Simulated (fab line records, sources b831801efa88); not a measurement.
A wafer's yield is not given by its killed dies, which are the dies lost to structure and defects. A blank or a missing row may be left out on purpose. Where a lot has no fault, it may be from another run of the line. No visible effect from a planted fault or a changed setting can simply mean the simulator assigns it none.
Check of tool commonality :: flow sky130 :: 36 wafers sampled across 12 lots

== WHY THIS WAS OPENED ==
2 of 12 lots carry a flag on the reading VT_ADJUST_LVTN_2_TW at SKY_VT_ADJUST_LVTN_TW_MEAS_21. Fault-free wafers read 187.4, with a standard deviation of 2.
Rule: a lot gets a flag if all its wafers with a number sit over 4 standard deviations from that mean, or if no wafer of it has a number. The other lots count as sound.

lot: L233
measured: day 7 20:49
on: film-metro-03
VT_ADJUST_LVTN_2_TW, wafer by wafer: 190.4 189.9 189.6
flag: 

lot: L235
measured: day 8 05:31
on: film-metro-03
VT_ADJUST_LVTN_2_TW, wafer by wafer: 189.1 189.4 189.3
flag: 

lot: L239
measured: day 9 09:01
on: film-metro-01
VT_ADJUST_LVTN_2_TW, wafer by wafer: 185.4 185.3 186.3
flag: 

lot: L240
measured: day 9 16:41
on: film-metro-03
VT_ADJUST_LVTN_2_TW, wafer by wafer: 186.9 189.5 188.0
flag: 

lot: L241
measured: day 9 23:34
on: film-metro-03
VT_ADJUST_LVTN_2_TW, wafer by wafer: 189.5 189.5 189.3
flag: 

lot: L242
measured: day 10 06:08
on: film-metro-03
VT_ADJUST_LVTN_2_TW, wafer by wafer: 189.7 190.5 190.0
flag: 

lot: L245
measured: day 11 01:16
on: film-metro-03
VT_ADJUST_LVTN_2_TW, wafer by wafer: 223.9 223.7 223.0
flag: FLAGGED

lot: L246
measured: day 11 06:05
on: film-metro-01
VT_ADJUST_LVTN_2_TW, wafer by wafer: 220.7 220.7 221.5
flag: FLAGGED

lot: L251
measured: day 12 20:55
on: film-metro-04
VT_ADJUST_LVTN_2_TW, wafer by wafer: 187.3 187.0 186.3
flag: 

lot: L252
measured: day 13 06:46
on: film-metro-04
VT_ADJUST_LVTN_2_TW, wafer by wafer: 189.5 190.2 190.2
flag: 

lot: L253
measured: day 13 13:26
on: film-metro-03
VT_ADJUST_LVTN_2_TW, wafer by wafer: 188.6 188.9 188.7
flag: 

lot: L254
measured: day 13 15:59
on: film-metro-04
VT_ADJUST_LVTN_2_TW, wafer by wafer: 189.9 189.2 189.4
flag: 
The mean of the flagged lots' numbers is 222.2, +34.8 from the usual (+17 standard deviations).

== EACH LOT AND THE TOOL IT RAN ON ==
2 process steps preceding the reading are held in the record, out of 708 steps in the route. Every cell lists first the tool, next ch and the chambers used by the sampled wafers, and last the start.
lot: L233
flag: 
SKY_FIELD_ISO_STRIP_16: plasma-asher-02 ch 0, day 2 06:37
SKY_VT_ADJUST_LVTN_IMPLANT_19: implanter-01 ch 0, day 7 20:35

lot: L235
flag: 
SKY_FIELD_ISO_STRIP_16: plasma-asher-04 ch 0,1, day 2 14:37
SKY_VT_ADJUST_LVTN_IMPLANT_19: implanter-03 ch 0, day 8 05:17

lot: L239
flag: 
SKY_FIELD_ISO_STRIP_16: plasma-asher-01 ch 0,1, day 3 11:13
SKY_VT_ADJUST_LVTN_IMPLANT_19: implanter-01 ch 0, day 9 08:46

lot: L240
flag: 
SKY_FIELD_ISO_STRIP_16: plasma-asher-02 ch 0,1, day 3 17:53
SKY_VT_ADJUST_LVTN_IMPLANT_19: implanter-03 ch 0, day 9 16:28

lot: L241
flag: 
SKY_FIELD_ISO_STRIP_16: plasma-asher-04 ch 0,1, day 3 21:52
SKY_VT_ADJUST_LVTN_IMPLANT_19: implanter-02 ch 0, day 9 23:19

lot: L242
flag: 
SKY_FIELD_ISO_STRIP_16: plasma-asher-01 ch 1, day 4 03:52
SKY_VT_ADJUST_LVTN_IMPLANT_19: implanter-01 ch 0, day 10 05:53

lot: L245
flag: FLAGGED
SKY_FIELD_ISO_STRIP_16: plasma-asher-04 ch 0,1, day 4 19:06
SKY_VT_ADJUST_LVTN_IMPLANT_19: implanter-01 ch 0, day 11 01:01

lot: L246
flag: FLAGGED
SKY_FIELD_ISO_STRIP_16: plasma-asher-04 ch 0,1, day 5 00:51
SKY_VT_ADJUST_LVTN_IMPLANT_19: implanter-01 ch 0, day 11 05:50

lot: L251
flag: 
SKY_FIELD_ISO_STRIP_16: plasma-asher-02 ch 0,1, day 6 03:16
SKY_VT_ADJUST_LVTN_IMPLANT_19: implanter-03 ch 0, day 12 20:40

lot: L252
flag: 
SKY_FIELD_ISO_STRIP_16: plasma-asher-01 ch 0,1, day 6 06:52
SKY_VT_ADJUST_LVTN_IMPLANT_19: implanter-02 ch 0, day 13 06:31

lot: L253
flag: 
SKY_FIELD_ISO_STRIP_16: plasma-asher-02 ch 0,1, day 6 13:20
SKY_VT_ADJUST_LVTN_IMPLANT_19: implanter-03 ch 0, day 13 13:12

lot: L254
flag: 
SKY_FIELD_ISO_STRIP_16: plasma-asher-02 ch 0,1, day 6 19:32
SKY_VT_ADJUST_LVTN_IMPLANT_19: implanter-02 ch 0, day 13 15:46
What the steps here do:
- SKY_FIELD_ISO_STRIP_16: strips in O2/N2.
- SKY_VT_ADJUST_LVTN_IMPLANT_19
- SKY_VT_ADJUST_LVTN_TW_MEAS_21

== FLAGGED AGAINST TOTAL, ONE TOOL AT A TIME (gauges that did the reading follow at the end) ==
step: SKY_FIELD_ISO_STRIP_16
tool: plasma-asher-01
lots run: 3
flagged: 0
share of the flagged lots: none
sound lots run after its first flagged lot: -

step: SKY_FIELD_ISO_STRIP_16
tool: plasma-asher-02
lots run: 5
flagged: 0
share of the flagged lots: none
sound lots run after its first flagged lot: -

step: SKY_FIELD_ISO_STRIP_16
tool: plasma-asher-04
lots run: 4
flagged: 2
share of the flagged lots: all
sound lots run after its first flagged lot: 0

step: SKY_VT_ADJUST_LVTN_IMPLANT_19
tool: implanter-01
lots run: 5
flagged: 2
share of the flagged lots: all
sound lots run after its first flagged lot: 0

step: SKY_VT_ADJUST_LVTN_IMPLANT_19
tool: implanter-02
lots run: 3
flagged: 0
share of the flagged lots: none
sound lots run after its first flagged lot: -

step: SKY_VT_ADJUST_LVTN_IMPLANT_19
tool: implanter-03
lots run: 4
flagged: 0
share of the flagged lots: none
sound lots run after its first flagged lot: -

step: SKY_VT_ADJUST_LVTN_TW_MEAS_21
tool: film-metro-01
lots run: 2
flagged: 1
share of the flagged lots: some
sound lots run after its first flagged lot: 0

step: SKY_VT_ADJUST_LVTN_TW_MEAS_21
tool: film-metro-03
lots run: 7
flagged: 1
share of the flagged lots: some
sound lots run after its first flagged lot: 1 (L253)

step: SKY_VT_ADJUST_LVTN_TW_MEAS_21
tool: film-metro-04
lots run: 3
flagged: 0
share of the flagged lots: none
sound lots run after its first flagged lot: -

== WHAT THE TABLE ALLOWS ==
Rows of the table that ran all the flagged lots, 2 in number: plasma-asher-04 at SKY_FIELD_ISO_STRIP_16; implanter-01 at SKY_VT_ADJUST_LVTN_IMPLANT_19.
- plasma-asher-04 at SKY_FIELD_ISO_STRIP_16 ran 4 lots, 2 of them flagged. It ran its last sound lot, L241, at day 3 21:52 and its first flagged lot, L245, at day 4 19:06: a fault with its onset between the two fits.
- implanter-01 at SKY_VT_ADJUST_LVTN_IMPLANT_19 ran 5 lots, 2 of them flagged. It ran its last sound lot, L242, at day 10 05:53 and its first flagged lot, L245, at day 11 01:01: a fault with its onset between the two fits. Its own readings (dose-ions-cm2, faraday-current-uA) fall more than 4 standard deviations out on all wafers of the flagged lots.
Because each of these 2 tools fits a fault that began at some hour, counting lots does not separate them. More lots, or a look at what each step does to the wafer, might.

== WHAT THE SIMULATOR HAD INSERTED ==
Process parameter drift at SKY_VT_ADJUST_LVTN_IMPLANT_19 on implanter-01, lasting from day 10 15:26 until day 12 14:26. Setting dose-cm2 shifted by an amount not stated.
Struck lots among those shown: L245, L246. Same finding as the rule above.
